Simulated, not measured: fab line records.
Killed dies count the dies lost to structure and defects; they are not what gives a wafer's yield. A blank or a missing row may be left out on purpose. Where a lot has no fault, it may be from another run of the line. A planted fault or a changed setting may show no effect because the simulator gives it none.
fab line records / flow sky130
record: lots: 6 wafers: 18 lastDay: 50
route steps=708 shown VT_ADJUST_PCH@144 SONOS_TUNNEL@154 PAD_OPEN@708
lots with no fault: from the same line, run without faults
startH: the number of hours between the record's first day and the start of the first shown wafer of the lot / waitH: time in hours since the lot's previous step / " as in the row above / L1.1+2: a single row standing in for several wafers / - either no value or no given start / * or withheld: withheld / < > ~ a bound
route shown NAME@n: names a module that has steps shown in the file, with the first one's number in the route / usual: mean and standard deviation over wafers with no fault / same: alike in all rows / chamber/n: place in a boat / sites: the reading at each site / _std_site: the standard deviation of these / _edge_site: the outer-site mean with the inner-site mean subtracted / radiusMm: how far each site lies from the wafer's centre / mask NAME#n: copy n / behind: tool/chamber where the wafer was last shaped / hold: why the lot was held/for how many hours/how that ended / device: transistor that didn't switch, given as n, p or np / end of line: the same wafers' tests at the end of the route / for a step that has no rows: nothing shown but its recipe / killed: count of dies lost to structure and defects at first sort (not the wafer's yield) / map: shows each die of a wafer: x if killed, . if not, _ if none is there
set.NAME: the setting the step ran with; set.NAME@STEP: the setting that earlier step ran with / model.NAME: the simulator's own value behind a step, which no gauge read
lots at selected steps of the route; one table per step, one row per wafer
services: a tool's chamber out of use, with start hour (startH, from the record's first day; less than 0 if before it), hours out, and reason
== steps ==
step: SKY_VT_ADJUST_PCH_HMDS_01
recipe: primeTimeS: 60 primeTempC: 120
step: SKY_VT_ADJUST_PCH_COAT_02
recipe: spinRpm: 2000 resistThkNm: 3000
step: SKY_VT_ADJUST_PCH_SOFTBAKE_03
recipe: tempC: 110 timeS: withheld
step: SKY_VT_ADJUST_PCH_EXPOSE_04
recipe: maskId: NWM na: 0.6 sourceShape: conventional sigmaOuter: 0.6 polarization: unpolarized targetCdNm: 840 doseMj: 255
step: SKY_VT_ADJUST_PCH_PEB_05
recipe: tempC: 115 timeS: withheld
step: SKY_VT_ADJUST_PCH_DEVELOP_06
recipe: wallAngleDeg: 90 developer: TMAH developTimeS: 60 devTempC: 23
step: SKY_VT_ADJUST_PCH_OVL_MEAS_07
usual: VT_ADJUST_PCH_OVL: -1.5/1.4
lot.wafer=L374.1 tool=overlay-02 chamber=- startH=240.60 waitH=- VT_ADJUST_PCH_OVL[nm]=-2.1
lot.wafer=L374.2 tool=overlay-02 chamber=- startH=240.60 waitH=- VT_ADJUST_PCH_OVL[nm]=-2.5
lot.wafer=L374.6 tool=overlay-02 chamber=- startH=240.60 waitH=- VT_ADJUST_PCH_OVL[nm]=-1.8
lot.wafer=L375.2 tool=overlay-02 chamber=- startH=242.43 waitH=- VT_ADJUST_PCH_OVL[nm]=-2.6
lot.wafer=L375.5 tool=overlay-02 chamber=- startH=242.43 waitH=- VT_ADJUST_PCH_OVL[nm]=-2.6
lot.wafer=L375.6 tool=overlay-02 chamber=- startH=242.43 waitH=- VT_ADJUST_PCH_OVL[nm]=-2.4
lot.wafer=L392.2 tool=overlay-01 chamber=- startH=370.38 waitH=- VT_ADJUST_PCH_OVL[nm]=-1.8
lot.wafer=L392.3 tool=overlay-01 chamber=- startH=370.38 waitH=- VT_ADJUST_PCH_OVL[nm]=-1.0
lot.wafer=L392.4 tool=overlay-01 chamber=- startH=370.38 waitH=- VT_ADJUST_PCH_OVL[nm]=-2.4
lot.wafer=L394.1 tool=overlay-02 chamber=- startH=386.72 waitH=- VT_ADJUST_PCH_OVL[nm]=-0.9
lot.wafer=L394.4 tool=overlay-02 chamber=- startH=386.72 waitH=- VT_ADJUST_PCH_OVL[nm]=-0.5
lot.wafer=L394.6 tool=overlay-02 chamber=- startH=386.72 waitH=- VT_ADJUST_PCH_OVL[nm]=-0.7
lot.wafer=L395.1 tool=overlay-02 chamber=- startH=390.62 waitH=- VT_ADJUST_PCH_OVL[nm]=-1.8
lot.wafer=L395.5 tool=overlay-02 chamber=- startH=390.62 waitH=- VT_ADJUST_PCH_OVL[nm]=-1.2
lot.wafer=L395.6 tool=overlay-02 chamber=- startH=390.62 waitH=- VT_ADJUST_PCH_OVL[nm]=-0.7
lot.wafer=L396.1 tool=overlay-02 chamber=- startH=396.57 waitH=- VT_ADJUST_PCH_OVL[nm]=-2.2
lot.wafer=L396.5 tool=overlay-02 chamber=- startH=396.57 waitH=- VT_ADJUST_PCH_OVL[nm]=-0.9
lot.wafer=L396.6 tool=overlay-02 chamber=- startH=396.57 waitH=- VT_ADJUST_PCH_OVL[nm]=-1.6
step: SKY_VT_ADJUST_PCH_IMPLANT_08
recipe: species: B energyKev: 10 doseCm2: 5e+11 tiltDeg: withheld
step: SKY_VT_ADJUST_PCH_STRIP_09
recipe: chemistry: O2/N2 powerW: 1400 pressureMtorr: 1500 platenTempC: withheld o2FlowSccm: 3000 n2FlowSccm: 300 overashFraction: 0.5
usual: drypumpMotorCurrentA: 5.3/0.39 oesProductAu: 0.723/0.0045 stripTimeToEndpointS: 36.93/0.09
lot.wafer=L374.1 tool=plasmaAsher-01 chamber=1 startH=240.79 waitH=0.1 drypumpMotorCurrentA=5.4 oesProductAu=0.724 rfHoursCounterH=59 stripTimeToEndpointS=36.89
lot.wafer=L374.2 tool=plasmaAsher-01 chamber=0 startH=240.79 waitH=0.1 drypumpMotorCurrentA=4.8 oesProductAu=0.723 rfHoursCounterH=59 stripTimeToEndpointS=36.92
lot.wafer=L374.6 tool=plasmaAsher-01 chamber=0 startH=240.79 waitH=0.1 drypumpMotorCurrentA=4.8 oesProductAu=0.724 rfHoursCounterH=- stripTimeToEndpointS=36.83
lot.wafer=L375.2 tool=plasmaAsher-01 chamber=1 startH=242.61 waitH=0.1 drypumpMotorCurrentA=5.4 oesProductAu=0.720 rfHoursCounterH=59 stripTimeToEndpointS=36.97
lot.wafer=L375.5 tool=plasmaAsher-01 chamber=0 startH=242.61 waitH=0.1 drypumpMotorCurrentA=4.8 oesProductAu=0.726 rfHoursCounterH=- stripTimeToEndpointS=36.77
lot.wafer=L375.6 tool=plasmaAsher-01 chamber=1 startH=242.61 waitH=0.1 drypumpMotorCurrentA=5.4 oesProductAu=0.725 rfHoursCounterH=- stripTimeToEndpointS=36.88
lot.wafer=L392.2 tool=plasmaAsher-01 chamber=1 startH=370.56 waitH=0.1 drypumpMotorCurrentA=5.4 oesProductAu=0.726 rfHoursCounterH=73 stripTimeToEndpointS=36.81
lot.wafer=L392.3 tool=plasmaAsher-01 chamber=0 startH=370.56 waitH=0.1 drypumpMotorCurrentA=4.8 oesProductAu=0.727 rfHoursCounterH=- stripTimeToEndpointS=36.87
lot.wafer=L392.4 tool=plasmaAsher-01 chamber=1 startH=370.56 waitH=0.1 drypumpMotorCurrentA=5.4 oesProductAu=0.716 rfHoursCounterH=- stripTimeToEndpointS=36.83
lot.wafer=L394.1 tool=plasmaAsher-01 chamber=0 startH=386.91 waitH=0.1 drypumpMotorCurrentA=4.8 oesProductAu=0.717 rfHoursCounterH=75 stripTimeToEndpointS=36.81
lot.wafer=L394.4 tool=plasmaAsher-01 chamber=0 startH=386.91 waitH=0.1 drypumpMotorCurrentA=4.8 oesProductAu=0.724 rfHoursCounterH=- stripTimeToEndpointS=36.85
lot.wafer=L394.6 tool=plasmaAsher-01 chamber=0 startH=386.91 waitH=0.1 drypumpMotorCurrentA=4.8 oesProductAu=0.724 rfHoursCounterH=- stripTimeToEndpointS=37.05
lot.wafer=L395.1 tool=plasmaAsher-03 chamber=1 startH=390.81 waitH=0.1 drypumpMotorCurrentA=5.9 oesProductAu=0.723 rfHoursCounterH=69 stripTimeToEndpointS=37.01
lot.wafer=L395.5 tool=plasmaAsher-03 chamber=1 startH=390.81 waitH=0.1 drypumpMotorCurrentA=5.9 oesProductAu=0.723 rfHoursCounterH=- stripTimeToEndpointS=37.14
lot.wafer=L395.6 tool=plasmaAsher-03 chamber=0 startH=390.81 waitH=0.1 drypumpMotorCurrentA=6.0 oesProductAu=0.722 rfHoursCounterH=- stripTimeToEndpointS=37.15
lot.wafer=L396.1 tool=plasmaAsher-03 chamber=0 startH=396.76 waitH=0.1 drypumpMotorCurrentA=6.0 oesProductAu=0.719 rfHoursCounterH=69 stripTimeToEndpointS=37.00
lot.wafer=L396.5 tool=plasmaAsher-03 chamber=1 startH=396.76 waitH=0.1 drypumpMotorCurrentA=5.8 oesProductAu=0.724 rfHoursCounterH=- stripTimeToEndpointS=36.96
lot.wafer=L396.6 tool=plasmaAsher-03 chamber=0 startH=396.76 waitH=0.1 drypumpMotorCurrentA=6.0 oesProductAu=0.721 rfHoursCounterH=- stripTimeToEndpointS=36.89
step: SKY_VT_ADJUST_PCH_TW_MEAS_10
usual: VT_ADJUST_PCH_TW: 141.6/1.6
lot.wafer=L374.1 tool=filmMetro-02 chamber=- startH=240.89 waitH=0.1 VT_ADJUST_PCH_TW=144.1
lot.wafer=L374.2 tool=filmMetro-02 chamber=- startH=240.89 waitH=0.1 VT_ADJUST_PCH_TW=144.0
lot.wafer=L374.6 tool=filmMetro-02 chamber=- startH=240.89 waitH=0.1 VT_ADJUST_PCH_TW=144.1
lot.wafer=L375.2 tool=filmMetro-01 chamber=- startH=242.72 waitH=0.1 VT_ADJUST_PCH_TW=141.1
lot.wafer=L375.5 tool=filmMetro-01 chamber=- startH=242.72 waitH=0.1 VT_ADJUST_PCH_TW=141.0
lot.wafer=L375.6 tool=filmMetro-01 chamber=- startH=242.72 waitH=0.1 VT_ADJUST_PCH_TW=140.9
lot.wafer=L392.2 tool=filmMetro-01 chamber=- startH=370.67 waitH=0.1 VT_ADJUST_PCH_TW=141.8
lot.wafer=L392.3 tool=filmMetro-01 chamber=- startH=370.67 waitH=0.1 VT_ADJUST_PCH_TW=140.7
lot.wafer=L392.4 tool=filmMetro-01 chamber=- startH=370.67 waitH=0.1 VT_ADJUST_PCH_TW=141.6
lot.wafer=L394.1 tool=filmMetro-03 chamber=- startH=387.01 waitH=0.1 VT_ADJUST_PCH_TW=141.5
lot.wafer=L394.4 tool=filmMetro-03 chamber=- startH=387.01 waitH=0.1 VT_ADJUST_PCH_TW=140.8
lot.wafer=L394.6 tool=filmMetro-03 chamber=- startH=387.01 waitH=0.1 VT_ADJUST_PCH_TW=140.7
lot.wafer=L395.1 tool=filmMetro-02 chamber=- startH=390.91 waitH=0.1 VT_ADJUST_PCH_TW=143.5
lot.wafer=L395.5 tool=filmMetro-02 chamber=- startH=390.91 waitH=0.1 VT_ADJUST_PCH_TW=142.8
lot.wafer=L395.6 tool=filmMetro-02 chamber=- startH=390.91 waitH=0.1 VT_ADJUST_PCH_TW=143.2
lot.wafer=L396.1 tool=filmMetro-01 chamber=- startH=396.86 waitH=0.1 VT_ADJUST_PCH_TW=140.1
lot.wafer=L396.5 tool=filmMetro-01 chamber=- startH=396.86 waitH=0.1 VT_ADJUST_PCH_TW=139.9
lot.wafer=L396.6 tool=filmMetro-01 chamber=- startH=396.86 waitH=0.1 VT_ADJUST_PCH_TW=140.0
step: SKY_SONOS_TUNNEL_DEHYDRATE_00
recipe: tempC: 200 timeS: 60
step: SKY_SONOS_TUNNEL_HMDS_01
recipe: primeTimeS: 60 primeTempC: 120
step: SKY_SONOS_TUNNEL_COAT_02
recipe: resist: NOVOLAK spinRpm: 3000 resistThkNm: 1140
lot.wafer=L374.1 tool=lithoTrack-01 chamber=0 startH=252.37 waitH=0.1 model.NOVOLAK_of_SONOS_TUNNEL_COAT_02.thkNm=1137
lot.wafer=L374.2 tool=lithoTrack-01 chamber=0 startH=252.37 waitH=0.1 model.NOVOLAK_of_SONOS_TUNNEL_COAT_02.thkNm=1138
lot.wafer=L374.6 tool=lithoTrack-01 chamber=0 startH=252.37 waitH=0.1 model.NOVOLAK_of_SONOS_TUNNEL_COAT_02.thkNm=1139
lot.wafer=L375.2 tool=lithoTrack-04 chamber=0 startH=254.43 waitH=0.1 model.NOVOLAK_of_SONOS_TUNNEL_COAT_02.thkNm=1140
lot.wafer=L375.5 tool=lithoTrack-04 chamber=0 startH=254.43 waitH=0.1 model.NOVOLAK_of_SONOS_TUNNEL_COAT_02.thkNm=1139
lot.wafer=L375.6 tool=lithoTrack-04 chamber=0 startH=254.43 waitH=0.1 model.NOVOLAK_of_SONOS_TUNNEL_COAT_02.thkNm=1137
lot.wafer=L392.2 tool=lithoTrack-04 chamber=0 startH=384.42 waitH=0.1 model.NOVOLAK_of_SONOS_TUNNEL_COAT_02.thkNm=979.4
lot.wafer=L392.3 tool=lithoTrack-04 chamber=0 startH=384.42 waitH=0.1 model.NOVOLAK_of_SONOS_TUNNEL_COAT_02.thkNm=975.6
lot.wafer=L392.4 tool=lithoTrack-04 chamber=0 startH=384.42 waitH=0.1 model.NOVOLAK_of_SONOS_TUNNEL_COAT_02.thkNm=977.2
lot.wafer=L394.1+6 tool=lithoTrack-04 chamber=0 startH=400.95 waitH=0.1 model.NOVOLAK_of_SONOS_TUNNEL_COAT_02.thkNm=980.8
lot.wafer=L394.4 tool=lithoTrack-04 chamber=0 startH=400.95 waitH=0.1 model.NOVOLAK_of_SONOS_TUNNEL_COAT_02.thkNm=983.5
lot.wafer=L395.1 tool=lithoTrack-02 chamber=0 startH=405.16 waitH=0.1 model.NOVOLAK_of_SONOS_TUNNEL_COAT_02.thkNm=1145
lot.wafer=L395.5 tool=lithoTrack-02 chamber=0 startH=405.16 waitH=0.1 model.NOVOLAK_of_SONOS_TUNNEL_COAT_02.thkNm=1139
lot.wafer=L395.6 tool=lithoTrack-02 chamber=0 startH=405.16 waitH=0.1 model.NOVOLAK_of_SONOS_TUNNEL_COAT_02.thkNm=1141
lot.wafer=L396.1 tool=lithoTrack-01 chamber=0 startH=411.27 waitH=0.1 model.NOVOLAK_of_SONOS_TUNNEL_COAT_02.thkNm=1143
lot.wafer=L396.5+6 tool=lithoTrack-01 chamber=0 startH=411.27 waitH=0.1 model.NOVOLAK_of_SONOS_TUNNEL_COAT_02.thkNm=1139
step: SKY_SONOS_TUNNEL_SOFTBAKE_03
recipe: tempC: 90 timeS: 60 resist: NOVOLAK
step: SKY_SONOS_TUNNEL_EXPOSE_04
recipe: maskId: TUNM na: 0.6 sourceShape: conventional sigmaOuter: 0.6 polarization: unpolarized targetCdNm: 410 doseMj: 136
step: SKY_SONOS_TUNNEL_PEB_05
recipe: tempC: withheld timeS: * resist: NOVOLAK
step: SKY_SONOS_TUNNEL_DEVELOP_06
recipe: resist: NOVOLAK developer: TMAH developTimeS: 60 devTempC: 23
usual: developerTempC: 23.01/0.11
lot.wafer=L374.1 tool=lithoTrack-04 chamber=0 startH=264.10 waitH=0.1 developerTempC=22.95 model.NOVOLAK_of_SONOS_TUNNEL_COAT_02.thkNm=1136
lot.wafer=L374.2 tool=lithoTrack-04 chamber=0 startH=264.10 waitH=0.1 developerTempC=22.94 model.NOVOLAK_of_SONOS_TUNNEL_COAT_02.thkNm=1137
lot.wafer=L374.6 tool=lithoTrack-04 chamber=0 startH=264.10 waitH=0.1 developerTempC=23.00 model.NOVOLAK_of_SONOS_TUNNEL_COAT_02.thkNm=1138
lot.wafer=L375.2 tool=lithoTrack-04 chamber=0 startH=266.33 waitH=0.1 developerTempC=22.97 model.NOVOLAK_of_SONOS_TUNNEL_COAT_02.thkNm=1140
lot.wafer=L375.5 tool=lithoTrack-04 chamber=0 startH=266.33 waitH=0.1 developerTempC=23.02 model.NOVOLAK_of_SONOS_TUNNEL_COAT_02.thkNm=1139
lot.wafer=L375.6 tool=lithoTrack-04 chamber=0 startH=266.33 waitH=0.1 developerTempC=22.83 model.NOVOLAK_of_SONOS_TUNNEL_COAT_02.thkNm=1136
lot.wafer=L392.2 tool=lithoTrack-01 chamber=0 startH=399.04 waitH=0.1 developerTempC=22.97 model.NOVOLAK_of_SONOS_TUNNEL_COAT_02.thkNm=979
lot.wafer=L392.3 tool=lithoTrack-01 chamber=0 startH=399.04 waitH=0.1 developerTempC=23.05 model.NOVOLAK_of_SONOS_TUNNEL_COAT_02.thkNm=975.2
lot.wafer=L392.4 tool=lithoTrack-01 chamber=0 startH=399.04 waitH=0.1 developerTempC=23.21 model.NOVOLAK_of_SONOS_TUNNEL_COAT_02.thkNm=976.8
lot.wafer=L394.1 tool=lithoTrack-02 chamber=0 startH=415.81 waitH=0.1 developerTempC=22.98 model.NOVOLAK_of_SONOS_TUNNEL_COAT_02.thkNm=980.4
lot.wafer=L394.4 tool=lithoTrack-02 chamber=0 startH=415.81 waitH=0.1 developerTempC=23.09 model.NOVOLAK_of_SONOS_TUNNEL_COAT_02.thkNm=983.1
lot.wafer=L394.6 tool=lithoTrack-02 chamber=0 startH=415.81 waitH=0.1 developerTempC=23.03 model.NOVOLAK_of_SONOS_TUNNEL_COAT_02.thkNm=980.4
lot.wafer=L395.1 tool=lithoTrack-01 chamber=0 startH=420.07 waitH=0.1 developerTempC=23.15 model.NOVOLAK_of_SONOS_TUNNEL_COAT_02.thkNm=1145
lot.wafer=L395.5 tool=lithoTrack-01 chamber=0 startH=420.07 waitH=0.1 developerTempC=23.12 model.NOVOLAK_of_SONOS_TUNNEL_COAT_02.thkNm=1139
lot.wafer=L395.6 tool=lithoTrack-01 chamber=0 startH=420.07 waitH=0.1 developerTempC=22.99 model.NOVOLAK_of_SONOS_TUNNEL_COAT_02.thkNm=1140
lot.wafer=L396.1 tool=lithoTrack-01 chamber=0 startH=426.82 waitH=0.1 developerTempC=22.86 model.NOVOLAK_of_SONOS_TUNNEL_COAT_02.thkNm=1143
lot.wafer=L396.5 tool=lithoTrack-01 chamber=0 startH=426.82 waitH=0.1 developerTempC=23.01 model.NOVOLAK_of_SONOS_TUNNEL_COAT_02.thkNm=1138
lot.wafer=L396.6 tool=lithoTrack-01 chamber=0 startH=426.82 waitH=0.1 developerTempC=22.93 model.NOVOLAK_of_SONOS_TUNNEL_COAT_02.thkNm=1138
step: SKY_SONOS_TUNNEL_CD_MEAS_07
recipe: targetCdNm: 410
usual: cdNm: 409.7/3
lot.wafer=L374.1 tool=cdSem-02 chamber=- startH=264.25 waitH=0.1 cdNm=406.0
lot.wafer=L374.2 tool=cdSem-02 chamber=- startH=264.25 waitH=0.1 cdNm=404.0
lot.wafer=L374.6 tool=cdSem-02 chamber=- startH=264.25 waitH=0.1 cdNm=406.1
lot.wafer=L375.2 tool=cdSem-01 chamber=- startH=266.47 waitH=0.1 cdNm=405.2
lot.wafer=L375.5 tool=cdSem-01 chamber=- startH=266.47 waitH=0.1 cdNm=405.7
lot.wafer=L375.6 tool=cdSem-01 chamber=- startH=266.47 waitH=0.1 cdNm=407.2
lot.wafer=L392.2 tool=cdSem-02 chamber=- startH=399.19 waitH=0.1 cdNm=427.1
lot.wafer=L392.3 tool=cdSem-02 chamber=- startH=399.19 waitH=0.1 cdNm=430.4
lot.wafer=L392.4 tool=cdSem-02 chamber=- startH=399.19 waitH=0.1 cdNm=429.9
lot.wafer=L394.1 tool=cdSem-01 chamber=- startH=415.96 waitH=0.1 cdNm=423.1
lot.wafer=L394.4 tool=cdSem-01 chamber=- startH=415.96 waitH=0.1 cdNm=423.6
lot.wafer=L394.6 tool=cdSem-01 chamber=- startH=415.96 waitH=0.1 cdNm=424.2
lot.wafer=L395.1 tool=cdSem-01 chamber=- startH=420.22 waitH=0.1 cdNm=407.2
lot.wafer=L395.5 tool=cdSem-01 chamber=- startH=420.22 waitH=0.1 cdNm=412.7
lot.wafer=L395.6 tool=cdSem-01 chamber=- startH=420.22 waitH=0.1 cdNm=412.9
lot.wafer=L396.1 tool=cdSem-01 chamber=- startH=426.97 waitH=0.1 cdNm=408.7
lot.wafer=L396.5 tool=cdSem-01 chamber=- startH=426.97 waitH=0.1 cdNm=408.6
lot.wafer=L396.6 tool=cdSem-01 chamber=- startH=426.97 waitH=0.1 cdNm=408.5
step: SKY_SONOS_TUNNEL_OVL_MEAS_08
usual: SONOS_TUNNEL_OVL: -1.2/1.2
lot.wafer=L374.1 tool=overlay-02 chamber=- startH=264.40 waitH=0.1 SONOS_TUNNEL_OVL[nm]=0.7
lot.wafer=L374.2 tool=overlay-02 chamber=- startH=264.40 waitH=0.1 SONOS_TUNNEL_OVL[nm]=-0.8
lot.wafer=L374.6 tool=overlay-02 chamber=- startH=264.40 waitH=0.1 SONOS_TUNNEL_OVL[nm]=-0.6
lot.wafer=L375.2 tool=overlay-02 chamber=- startH=266.58 waitH=0.1 SONOS_TUNNEL_OVL[nm]=-2.6
lot.wafer=L375.5 tool=overlay-02 chamber=- startH=266.58 waitH=0.1 SONOS_TUNNEL_OVL[nm]=-2.5
lot.wafer=L375.6 tool=overlay-02 chamber=- startH=266.58 waitH=0.1 SONOS_TUNNEL_OVL[nm]=-1.9
lot.wafer=L392.2 tool=overlay-02 chamber=- startH=399.29 waitH=0.1 SONOS_TUNNEL_OVL[nm]=-0.4
lot.wafer=L392.3 tool=overlay-02 chamber=- startH=399.29 waitH=0.1 SONOS_TUNNEL_OVL[nm]=-2.0
lot.wafer=L392.4 tool=overlay-02 chamber=- startH=399.29 waitH=0.1 SONOS_TUNNEL_OVL[nm]=-0.6
lot.wafer=L394.1 tool=overlay-01 chamber=- startH=416.08 waitH=0.1 SONOS_TUNNEL_OVL[nm]=-0.8
lot.wafer=L394.4 tool=overlay-01 chamber=- startH=416.08 waitH=0.1 SONOS_TUNNEL_OVL[nm]=-0.3
lot.wafer=L394.6 tool=overlay-01 chamber=- startH=416.08 waitH=0.1 SONOS_TUNNEL_OVL[nm]=0.3
lot.wafer=L395.1 tool=overlay-01 chamber=- startH=420.34 waitH=0.1 SONOS_TUNNEL_OVL[nm]=-0.6
lot.wafer=L395.5 tool=overlay-01 chamber=- startH=420.34 waitH=0.1 SONOS_TUNNEL_OVL[nm]=-0.8
lot.wafer=L395.6 tool=overlay-01 chamber=- startH=420.34 waitH=0.1 SONOS_TUNNEL_OVL[nm]=-0.4
lot.wafer=L396.1 tool=overlay-02 chamber=- startH=427.09 waitH=0.1 SONOS_TUNNEL_OVL[nm]=0.4
lot.wafer=L396.5 tool=overlay-02 chamber=- startH=427.09 waitH=0.1 SONOS_TUNNEL_OVL[nm]=0.2
lot.wafer=L396.6 tool=overlay-02 chamber=- startH=427.09 waitH=0.1 SONOS_TUNNEL_OVL[nm]=1.6
step: SKY_PAD_OPEN_PROBE_99
usual: killed_at_M0_to_M3: 44/6.8 killed_at_M4_up: 3.4/2 killedAtContacts: 24/5.2 killedAtFrontEnd: 15/5.2 killedAtOther: 0.2/0.46 killedDies: 87/9.8 killedOnRim: 17/3.8 killedOpen: 47/7.5 killedShort: 39/6.8
same: grossDies: 492 killedAtBackSide: 0
lot.wafer=L374.1 tool=prober-01 chamber=- startH=1087.90 waitH=0.1 killed_at_M0_to_M3=41 killed_at_M4_up=12 killedAtContacts=28 killedAtFrontEnd=15 killedAtOther=0 killedDies=96 killedOnRim=20 killedOpen=37 killedShort=59
lot.wafer=L374.2 tool=prober-01 chamber=- startH=1087.95 waitH=0.1 killed_at_M0_to_M3=43 killed_at_M4_up=3 killedAtContacts=26 killedAtFrontEnd=17 killedAtOther=0 killedDies=89 killedOnRim=20 killedOpen=51 killedShort=38
lot.wafer=L374.6 tool=prober-01 chamber=- startH=1088.15 waitH=0.2 killed_at_M0_to_M3=45 killed_at_M4_up=3 killedAtContacts=23 killedAtFrontEnd=23 killedAtOther=0 killedDies=94 killedOnRim=18 killedOpen=54 killedShort=40
lot.wafer=L375.2 tool=prober-02 chamber=- startH=1089.39 waitH=0.1 killed_at_M0_to_M3=38 killed_at_M4_up=4 killedAtContacts=21 killedAtFrontEnd=15 killedAtOther=1 killedDies=79 killedOnRim=16 killedOpen=45 killedShort=34
lot.wafer=L375.5 tool=prober-02 chamber=- startH=1089.54 waitH=0.2 killed_at_M0_to_M3=41 killed_at_M4_up=1 killedAtContacts=35 killedAtFrontEnd=17 killedAtOther=0 killedDies=94 killedOnRim=19 killedOpen=49 killedShort=45
lot.wafer=L375.6 tool=prober-02 chamber=- startH=1089.59 waitH=0.2 killed_at_M0_to_M3=48 killed_at_M4_up=2 killedAtContacts=18 killedAtFrontEnd=14 killedAtOther=0 killedDies=82 killedOnRim=19 killedOpen=48 killedShort=34
lot.wafer=L394.1 tool=prober-01 chamber=- startH=1191.23 waitH=0.1 killed_at_M0_to_M3=50 killed_at_M4_up=2 killedAtContacts=18 killedAtFrontEnd=17 killedAtOther=0 killedDies=87 killedOnRim=18 killedOpen=36 killedShort=51
lot.wafer=L394.4 tool=prober-01 chamber=- startH=1191.38 waitH=0.2 killed_at_M0_to_M3=39 killed_at_M4_up=7 killedAtContacts=21 killedAtFrontEnd=10 killedAtOther=0 killedDies=77 killedOnRim=18 killedOpen=38 killedShort=39
lot.wafer=L394.6 tool=prober-01 chamber=- startH=1191.48 waitH=0.2 killed_at_M0_to_M3=38 killed_at_M4_up=3 killedAtContacts=29 killedAtFrontEnd=14 killedAtOther=0 killedDies=84 killedOnRim=14 killedOpen=50 killedShort=34
killed by level:class
L374.1 LI_CONTACT:geometricParticle:open=8 FIELD_ISO:geometricParticle:short=7 METAL2:geometricParticle:short=7 METAL1:geometricParticle:short=7 METAL4:geometricParticle:short=7 CONTACT:geometricParticle:open=6 CONTACT:geometricParticle:short=5 VIA1:geometricParticle:open=5
L374.2 CONTACT:geometricParticle:open=12 VIA1:geometricParticle:open=12 FIELD_ISO:geometricParticle:short=6 LI_CONTACT:geometricParticle:open=6 POLY_GATE:geometricParticle:open=5 CONTACT:geometricParticle:short=5 VIA1:geometricParticle:short=5 METAL2:geometricParticle:short=5
L374.6 VIA1:geometricParticle:open=12 CONTACT:geometricParticle:open=10 FIELD_ISO:geometricParticle:open=8 METAL2:geometricParticle:short=6 METAL3:geometricParticle:short=6 FIELD_ISO:geometricParticle:short=5 LOCAL_INTERCONNECT:geometricParticle:short=5 POLY_GATE:geometricParticle:open=4
L375.2 VIA1:geometricParticle:open=13 CONTACT:geometricParticle:open=9 FIELD_ISO:geometricParticle:open=5 LI_CONTACT:geometricParticle:open=4 CONTACT:geometricParticle:short=4 METAL2:geometricParticle:short=4 VIA2:geometricParticle:short=4 VIA3:geometricParticle:open=4
L375.5 LI_CONTACT:geometricParticle:open=12 VIA1:geometricParticle:open=10 CONTACT:geometricParticle:open=9 CONTACT:geometricParticle:short=6 METAL2:geometricParticle:short=6 VIA2:geometricParticle:open=6 FIELD_ISO:geometricParticle:short=5 POLY_GATE:geometricParticle:short=5
L375.6 VIA1:geometricParticle:open=19 VIA3:geometricParticle:open=9 CONTACT:geometricParticle:short=7 METAL1:geometricParticle:short=6 FIELD_ISO:geometricParticle:short=5 LI_CONTACT:geometricParticle:open=5 VIA2:geometricParticle:open=5 POLY_GATE:geometricParticle:open=3
L394.1 VIA1:geometricParticle:open=12 METAL2:geometricParticle:short=9 LOCAL_INTERCONNECT:geometricParticle:short=6 CONTACT:geometricParticle:short=6 METAL1:geometricParticle:short=6 POLY_GATE:geometricParticle:short=5 VIA1:geometricParticle:short=5 FIELD_ISO:geometricParticle:open=4
L394.4 VIA1:geometricParticle:open=11 VIA3:geometricParticle:open=7 CONTACT:geometricParticle:short=5 CONTACT:geometricParticle:open=5 VIA1:geometricParticle:short=5 METAL2:geometricParticle:short=5 METAL4:geometricParticle:short=4 POLY_GATE:geometricParticle:short=3
L394.6 VIA1:geometricParticle:open=11 VIA2:geometricParticle:open=8 VIA1:geometricParticle:short=6 LI_CONTACT:geometricParticle:open=6 CONTACT:geometricParticle:short=6 CONTACT:geometricParticle:open=6 VIA3:geometricParticle:open=6 LI_CONTACT:geometricParticle:short=5
== services ==
tool=plasmaAsher-03 chamber=- startH=335.55 hours=28.1 kind=pm
tool=plasmaAsher-01 chamber=- startH=421.25 hours=9.0 kind=pm
tool=plasmaAsher-01 chamber=0 startH=421.25 hours=9.0 kind=ventCycle
tool=plasmaAsher-01 chamber=1 startH=421.25 hours=9.0 kind=ventCycle
== key ==
firstSign: step: SKY_SONOS_TUNNEL_CD_MEAS_07 reading: cdNm direction: up sigmas: 5.6 usual: 409.7 struck: 426.4 through: controlLoop
effect none on later readings
modelEffect: step: SKY_SONOS_TUNNEL_COAT_02 value: NOVOLAK_of_SONOS_TUNNEL_COAT_02.thkNm without: 1137 struck: 979.6
modelEffect: step: SKY_SONOS_TUNNEL_DEVELOP_06 value: NOVOLAK_of_SONOS_TUNNEL_COAT_02.thkNm without: 1136 struck: 979.2
metAt SKY_SONOS_TUNNEL_COAT_02
struckWafers L392.2,L392.3,L392.4,L394.1,L394.4,L394.6
testerLeftOut L392,L394
loopTrim: step: SKY_SONOS_TUNNEL_EXPOSE_04 setting: dose lots: L394
onsetBetween 254.43 384.42
alsoFits SKY_VT_ADJUST_PCH_STRIP_09:plasmaAsher-01
fault: kind: processParameterDrift tool: lithoTrack-04 chamber: - onsetH: 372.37 steps: SKY_SONOS_TUNNEL_COAT_02 channel: resistThkNm offset: -157.58 shape: step endH: 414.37 actsIn: theseRecipesOnly stated: 1140
testerLeftOut: of these lots the tester's yield and bins aren't shown, on N5 and GAA mostly nor the transistor test; their killed dies are dies lost to structure and defects alone, not to doping, threshold or leakage, so they don't give the yield
loopTrim: a control loop set the setting to another value than it would have without faults
